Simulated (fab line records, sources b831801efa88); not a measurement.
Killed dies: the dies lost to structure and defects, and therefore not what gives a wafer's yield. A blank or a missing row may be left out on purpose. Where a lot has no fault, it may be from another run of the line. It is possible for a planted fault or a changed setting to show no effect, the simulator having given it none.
Which of the tools did it? | flow gf180mcu | 42 wafers from 14 lots sampled at 5 of the route's 602 steps

WHAT EACH GAUGE READ, for each wafer
GF_DUAL_GATE_THK_MEAS_03. Usual: DUAL_GATE_OXIDATION_00_THK 10.94 nm, standard deviation 0.27.
lot  | measured     | on            | DUAL_GATE_OXIDATION_00_THK (nm) | flag
L176 | day 7 12:04  | film_metro-01 | 11.75 11.71 11.63               |
L177 | day 7 21:37  | film_metro-04 | 11.10 10.96 11.05               |
L178 | day 7 23:03  | film_metro-01 | 11.24 11.18 11.22               |
L179 | day 8 12:14  | film_metro-04 | 11.12 11.35 11.26               |
L180 | day 8 17:56  | film_metro-04 | 10.99 10.91 10.95               |
L182 | day 9 10:54  | film_metro-04 | 10.53 10.62 10.50               |
L185 | day 10 09:22 | film_metro-03 | 10.84 10.94 10.77               |
L187 | day 10 21:23 | film_metro-01 | 10.61 10.76 10.81               |
L188 | day 10 22:25 | film_metro-01 | 10.89 10.93 10.90               |
L190 | day 11 19:27 | film_metro-01 | 10.78 10.63 10.82               |
L193 | day 12 20:50 | film_metro-01 | 10.92 11.05 11.00               |
L197 | day 13 21:39 | film_metro-04 | 10.70 10.72 10.77               |
L198 | day 13 23:20 | film_metro-04 | 10.76 11.04 10.84               |
L199 | day 14 08:22 | film_metro-03 | 11.04 11.11 10.96               |

GF_HV_LDD_TW_MEAS_23. Usual: HV_LDD_2_TW 1052, standard deviation 11.
lot  | measured     | on            | HV_LDD_2_TW    | flag
L176 | day 10 14:07 | film_metro-02 | 1037 1042 1046 |
L177 | day 11 00:08 | film_metro-01 | 1071 1071 1071 |
L178 | day 11 01:51 | film_metro-02 | 1046 1045 1040 |
L179 | day 11 16:43 | film_metro-01 | 1071 1066 1069 |
L180 | day 11 23:52 | film_metro-03 | 1049 1050 1046 |
L182 | day 12 22:52 | film_metro-02 | 1040 1041 1043 |
L185 | day 13 19:46 | film_metro-02 | 1039 1034 1041 |
L187 | day 14 08:10 | film_metro-02 | 1005 1004 1010 | OFF
L188 | day 14 10:15 | film_metro-02 | 1010 1010 1011 | OFF
L190 | day 15 11:02 | film_metro-02 | 1049 1048 1048 |
L193 | day 16 12:44 | film_metro-02 | 1043 1040 1048 |
L197 | day 17 18:30 | film_metro-01 | 1067 1063 1064 |
L198 | day 17 22:15 | film_metro-03 | 1052 1052 1053 |
L199 | day 18 07:23 | film_metro-02 | 1048 1044 1045 |

GF_HV_LDD_TW_MEAS_38. Usual: HV_LDD_3_TW 1436, standard deviation 15.
lot  | measured     | on            | HV_LDD_3_TW    | flag
L176 | day 11 09:50 | film_metro-03 | 1434 1430 1425 |
L177 | day 11 19:17 | film_metro-03 | 1423 1437 1436 |
L178 | day 11 21:28 | film_metro-02 | 1416 1423 1425 |
L179 | day 12 11:36 | film_metro-02 | 1412 1418 1415 |
L180 | day 12 19:19 | film_metro-01 | 1450 1452 1450 |
L182 | day 13 19:34 | film_metro-02 | 1411 1416 1416 |
L185 | day 14 16:23 | film_metro-02 | 1420 1424 1417 |
L187 | day 15 05:52 | film_metro-03 | 1444 1433 1441 |
L188 | day 15 07:46 | film_metro-03 | 1444 1439 1437 |
L190 | day 16 09:12 | film_metro-02 | 1426 1425 1424 |
L193 | day 17 12:30 | film_metro-01 | 1447 1447 1449 |
L197 | day 18 19:30 | film_metro-02 | 1418 1422 1419 |
L198 | day 18 22:54 | film_metro-01 | 1454 1452 1445 |
L199 | day 19 07:36 | film_metro-01 | 1458 1451 1461 |

EACH LOT AND THE TOOL THAT RAN IT (in order: tool; ch and the chambers of the sampled wafers; start)
lot  | GF_VT_IMPLANT_RTA_45             | GF_HV_LDD_IMPLANT_21
L176 | rtp_anneal-01 ch 0, day 7 09:02  | implanter-02 ch 0, day 10 13:53
L177 | rtp_anneal-01 ch 0, day 7 19:24  | implanter-01 ch 0, day 10 23:55
L178 | rtp_anneal-02 ch 0, day 7 20:28  | implanter-04 ch 0, day 11 01:36
L179 | rtp_anneal-01 ch 0, day 8 09:52  | implanter-01 ch 0, day 11 16:28
L180 | rtp_anneal-01 ch 0, day 8 15:44  | implanter-04 ch 0, day 11 23:38
L182 | rtp_anneal-01 ch 0, day 9 08:20  | implanter-01 ch 0, day 12 22:39
L185 | rtp_anneal-01 ch 0, day 10 04:41 | implanter-02 ch 0, day 13 19:32
L187 | rtp_anneal-01 ch 0, day 10 19:07 | implanter-02 ch 0, day 14 07:56
L188 | rtp_anneal-02 ch 0, day 10 20:05 | implanter-02 ch 0, day 14 10:01
L190 | rtp_anneal-02 ch 0, day 11 17:00 | implanter-04 ch 0, day 15 10:47
L193 | rtp_anneal-02 ch 0, day 12 18:33 | implanter-04 ch 0, day 16 12:29
L197 | rtp_anneal-02 ch 0, day 13 19:25 | implanter-01 ch 0, day 17 18:06
L198 | rtp_anneal-01 ch 0, day 13 21:06 | implanter-02 ch 0, day 17 22:00
L199 | rtp_anneal-01 ch 0, day 14 02:37 | implanter-02 ch 0, day 18 07:08
- GF_VT_IMPLANT_RTA_45: time 30 s.
- GF_HV_LDD_IMPLANT_21

WHAT THE TOOLS THEMSELVES READ (means of the sampled wafers that have a number; where no wafer has one, the mark that the record gives instead)
GF_VT_IMPLANT_RTA_45. Usual: lamp_power_pct 37.4 %, standard deviation 0.56; wafer_temp_C_max 1054.7, standard deviation 1.2.
lot  | tool          | lamp_power_pct (%) | wafer_temp_C_max | flag
L176 | rtp_anneal-01 | 37.9               | 1054.3           |
L177 | rtp_anneal-01 | 37.9               | 1053.4           |
L178 | rtp_anneal-02 | 36.8               | 1055.2           |
L179 | rtp_anneal-01 | 37.9               | 1053.7           |
L180 | rtp_anneal-01 | 37.9               | 1054.3           |
L182 | rtp_anneal-01 | 37.9               | 1053.7           |
L185 | rtp_anneal-01 | 37.9               | 1054.1           |
L187 | rtp_anneal-01 | 37.9               | 1054.2           |
L188 | rtp_anneal-02 | 36.8               | 1055.8           |
L190 | rtp_anneal-02 | 36.8               | 1054.8           |
L193 | rtp_anneal-02 | 36.8               | 1056.1           |
L197 | rtp_anneal-02 | 36.8               | 1056.0           |
L198 | rtp_anneal-01 | 37.9               | 1053.9           |
L199 | rtp_anneal-01 | 37.9               | 1053.9           |

GF_HV_LDD_IMPLANT_21. Usual: dose_ions_cm2 5.001e+13, standard deviation 5.2e+10; faraday_current_uA 282, standard deviation 5.7.
lot  | tool         | dose_ions_cm2 | faraday_current_uA | flag
L176 | implanter-02 | 5.003e+13     | 285                |
L177 | implanter-01 | 5.004e+13     | 285                |
L178 | implanter-04 | 4.997e+13     | 287                |
L179 | implanter-01 | 4.999e+13     | 288                |
L180 | implanter-04 | 5.009e+13     | 281                |
L182 | implanter-01 | 4.998e+13     | 280                |
L185 | implanter-02 | 5.001e+13     | 285                |
L187 | implanter-02 | 4.531e+13     | 252                | OFF
L188 | implanter-02 | 4.532e+13     | 255                | OFF
L190 | implanter-04 | 4.998e+13     | 285                |
L193 | implanter-04 | 5.001e+13     | 284                |
L197 | implanter-01 | 4.995e+13     | 278                |
L198 | implanter-02 | 4.994e+13     | 275                |
L199 | implanter-02 | 5.001e+13     | 277                |

THE ANSWER, worked out from the rows above alone
Rule: a lot counts as off when the mean over its wafers that have a number is more than 3 standard deviations away from the usual mean. A lot without any number at a reading at which 4 lots or more have one is off too. Where the step has rows for the other lots, those lots are counted as sound. After the gauges, taken in route order, come the tools' own readings; for these a lot's mean is taken, as printed above. The first step at which some lot is off is used, and at that step the reading that is off furthest; a lot without a number counts as furthest.
Off: L187, L188, at GF_HV_LDD_TW_MEAS_23 (HV_LDD_2_TW).
A tool fits if, at a process step before that reading, it ran every lot that is off, and no sound lot after the first of them. Not tried: the gauges at GF_HV_LDD_TW_MEAS_23; whatever is off there is also off at GF_HV_LDD_IMPLANT_21, on other tools, and gauge error can't account for it. Of those tried, none fits.

WHAT THE SIMULATOR PUT IN
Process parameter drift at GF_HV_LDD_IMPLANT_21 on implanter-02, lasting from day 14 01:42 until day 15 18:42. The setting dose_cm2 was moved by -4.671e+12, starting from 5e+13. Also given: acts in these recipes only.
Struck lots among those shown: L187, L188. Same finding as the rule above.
